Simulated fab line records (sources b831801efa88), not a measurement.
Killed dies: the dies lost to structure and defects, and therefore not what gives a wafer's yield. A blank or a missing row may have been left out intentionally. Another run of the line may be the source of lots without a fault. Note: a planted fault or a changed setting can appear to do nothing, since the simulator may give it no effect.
Split-lot trial | flow sfqLine | on a route of 325 steps: 5 lots, 23 wafers read

## SPLIT DETAILS
At SFQ_TRILAYER_I4_VIA_LITHO_COAT_108 (resist thk 62 nm), the setting resistThkNm was moved away from the recipe's 62 nm on 8 of the 23 wafers read, by -6.0% to +3.4%. For the rest of the wafers, this setting stayed at what the recipe calls for.

The split's own step is where the reading is taken.

## THE READING
BARC_of_TRILAYER_I4_VIA_LITHO_COAT_108.thkNm (the simulator's own value, which no gauge read), in nm, at SFQ_TRILAYER_I4_VIA_LITHO_COAT_108 (resist thk 62 nm). The file gives no usual value for it. Here, 15 wafers ran the recipe; their average is 61.92 nm with a standard deviation of 0.22 nm.

wafer  | tool, chamber at the split | resistThkNm as run, nm | against the recipe | BARC_of_TRILAYER_I4_VIA_LITHO_COAT_108.thkNm, nm | against lot-mates on the recipe
L076.1 | lithoTrack-04, 0           | 58.3                   | -6.0%              | 58.06                                            | -3.52
L076.2 | lithoTrack-04, 0           | 62                     | recipe             | 61.54                                            | -
L076.3 | lithoTrack-04, 0           | 62                     | recipe             | 61.62                                            | -
L076.4 | lithoTrack-04, 0           | 58.3                   | -6.0%              | 58.1                                             | -3.48
L076.6 | lithoTrack-04, 0           | 58.3                   | -6.0%              | 58.01                                            | -3.57
L078.1 | lithoTrack-03, 0           | 62                     | recipe             | 62.08                                            | -
L078.4 | lithoTrack-03, 0           | 62                     | recipe             | 62.08                                            | -
L078.2 | lithoTrack-03, 0           | 60.2                   | -2.9%              | 60.13                                            | -1.91
L078.5 | lithoTrack-03, 0           | 60.2                   | -2.9%              | 60.35                                            | -1.69
L078.6 | lithoTrack-03, 0           | 62                     | recipe             | 61.95                                            | -
L079.2 | lithoTrack-01, 0           | 62                     | recipe             | 62.03                                            | -
L079.3 | lithoTrack-01, 0           | 62                     | recipe             | 62.04                                            | -
L079.5 | lithoTrack-01, 0           | 62                     | recipe             | 62.22                                            | -
L080.1 | lithoTrack-03, 0           | 64.11                  | +3.4%              | 64.2                                             | +2.02
L080.3 | lithoTrack-03, 0           | 64.11                  | +3.4%              | 64.3                                             | +2.12
L080.4 | lithoTrack-03, 0           | 62                     | recipe             | 62.24                                            | -
L080.5 | lithoTrack-03, 0           | 62                     | recipe             | 62.12                                            | -
L080.6 | lithoTrack-03, 0           | 64.11                  | +3.4%              | 64.33                                            | +2.15
L081.1 | lithoTrack-04, 0           | 62                     | recipe             | 61.92                                            | -
L081.2 | lithoTrack-04, 0           | 62                     | recipe             | 61.82                                            | -
L081.4 | lithoTrack-04, 0           | 62                     | recipe             | 61.88                                            | -
L081.5 | lithoTrack-04, 0           | 62                     | recipe             | 61.71                                            | -
L081.6 | lithoTrack-04, 0           | 62                     | recipe             | 61.57                                            | -

THE FIT
A straight line over all 23 wafers: BARC_of_TRILAYER_I4_VIA_LITHO_COAT_108.thkNm changes by +0.654 nm for each +1% of resistThkNm; r = +0.99; the points scatter about the line by 0.2 nm.
The same after taking each lot's own level away (the mean of its wafers on the recipe; 23 wafers): +0.6 nm for each +1%; r = +1.00; scatter 0.094 nm.
The reading moves by 3.6 nm for the largest change in resistThkNm, on that fit.
From 61.580 to 62.180 nm: that is the span of the lots' own levels, equal to 2.7 times the standard deviation above.
Hence the lot-to-lot level has little effect on the slope; both slopes agree.
Check: for one of the wafers moved furthest among these (-6.0%), held out of the fit, the line's prediction against its lot-mates is -3.59 nm. Against them it came out at -3.52 nm.

## OTHER SPLITS APPLIED TO THESE WAFERS
These wafers also went through other splits before the reading. Each is held against what the fit with the lots' levels taken away leaves over:
other split on the same wafers                     | wafers away from the commonest value | r with BARC_of_TRILAYER_I4_VIA_LITHO_COAT_108.thkNm (lot level and that fit taken away)
SFQ_TRILAYER_M3_LITHO_PEB_078 pebTempC             | 11                                   | -0.03
SFQ_TRILAYER_I3_VIA_LITHO_COAT_090 spinRpm         | 8                                    | +0.16
SFQ_TRILAYER_I3_VIA_BARC_OPEN_VIA_ETCH_121 sourceW | 9                                    | +0.11
SFQ_TRILAYER_M4_LITHO_COAT_098 spinRpm             | 5                                    | +0.15
SFQ_TRILAYER_M4_LITHO_PEB_096 pebTempC             | 8                                    | +0.21

## THE FILE'S OWN FIT
BARC_of_TRILAYER_I4_VIA_LITHO_COAT_108.thkNm changes by +0.599 nm for each +1% of resistThkNm, r = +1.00.
